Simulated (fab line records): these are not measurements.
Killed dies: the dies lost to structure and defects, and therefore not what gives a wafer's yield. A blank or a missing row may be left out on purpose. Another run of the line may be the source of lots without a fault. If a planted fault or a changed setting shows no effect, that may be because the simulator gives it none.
8D (eight disciplines) problem report, filled in by code / flow sky130 / the parts of the form that need people (team, actions taken, sign-off) are left out

== 1. WHAT IS WRONG ==
Wafers free of any fault read 1824 (standard deviation 16) for NWELL_TW at SKY_NWELL_TW_MEAS_15, against a mean of 1725 on 3 wafers of 3 lots. Relative to the usual mean, that is a shift of -6.2 standard deviations.
First seen on wafer L763.1, day 7 23:17, on film metro-01. The record has a number at this step for 33 wafers belonging to 12 lots. By rule, "out" or "out of limits" means more than 4 standard deviations away from the usual mean. The other wafers with a number count as sound.

== 2. WHAT IT IS; WHAT IT IS NOT ==
question=which readings at this step | is=NWELL_TW | is not=-
question=which lots | is=L763, L764, L768 | is not=L749, L750, L751, L756, L757, L758, L759, L770, L771
question=which wafers of those lots | is=L763.1, L764.4, L768.1 | is not=L763.3, L764.3, L768.3
question=read on which gauges | is=film metro-01, film metro-03 | is not=film metro-02
question=when | is=from day 7 23:17 | is not=up to then (22 sound wafers); but 8 sound wafers of L764, L768, L770, L771 came after

== 3. THE SUSPECTS, EACH WITH WHAT RULES IT OUT ==
Counting: if a tool at a process step up to the reading ran every lot that is out, it stays a suspect. Sound lots after the first of them don't rule it out here, since some wafers of a struck lot are sound.
- the gauge at SKY_NWELL_TW_MEAS_15: ruled out. Those wafers that are out were read across 2 gauges (film metro-01, film metro-03).
- cmp-01 at SKY_FIELD_ISO_CMP_27 (polishes, stops on Si3N4, t overpolish 16 s, target thk 457.8 nm): kept. Every lot that is out went through it, the first being L763 (day 5 10:16); the last sound lot it ran before that was L759 (day 4 14:28).
- implanter-03 at SKY_NWELL_IMPLANT_11: kept. Every lot that is out went through it, the first being L763 (day 7 22:44); the last sound lot it ran before that was L757 (day 6 14:28).
- Within cmp-01 at SKY_FIELD_ISO_CMP_27: the wafers that are out ran in chambers 0, 1; their sound lot-mates ran in chambers 2, 3.
The count leaves implanter-03 at SKY_NWELL_IMPLANT_11 and cmp-01 at SKY_FIELD_ISO_CMP_27.

== 4. THE CAUSE (what the simulator had put in) ==
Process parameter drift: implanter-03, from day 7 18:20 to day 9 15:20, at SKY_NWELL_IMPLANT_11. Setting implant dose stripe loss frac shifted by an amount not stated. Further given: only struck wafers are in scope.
2 suspects survive the count, and this tool is in that group.

== 5. THE CHAIN OF EFFECTS, in route order ==
One row per reading whose mean, taken over the struck wafers that have a number, lies over 3 standard deviations from the usual. Scope: only readings with a usual standard deviation given in the record; hours: median across lots of the time from each lot's start at the first step in this table that gives one to its start at this step; sigmas: change in usual standard deviations.
hours=0; step=SKY_NWELL_TW_MEAS_15; reading=NWELL_TW; usual=1824; on struck wafers=1725; change=-99; sigmas=-6.2
hours=22; step=SKY_NWELL_RS_MEAS_29; reading=NWELL_RS; usual=625.2 ohm/sq; on struck wafers=677.4; change=+52.2; sigmas=+33
Later measuring or inspecting steps at which every struck wafer that the step has a row for has a number for every such reading, and none has moved that far: SKY_SONOS_TUNNEL_TW_MEAS_12, SKY_LDD_HVP_TW_MEAS_10.

== 6. HOW IT WOULD HAVE BEEN CAUGHT EARLIER ==
The first out-of-limits reading at a measuring or inspecting step in this record came at day 7 23:17, 5 hours after the fault's start at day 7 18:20.
Lots out: 3; of these, L764, L768 started SKY_NWELL_IMPLANT_11 on implanter-03 after day 7 23:17. A hold on the tool at that time would have spared those 2.
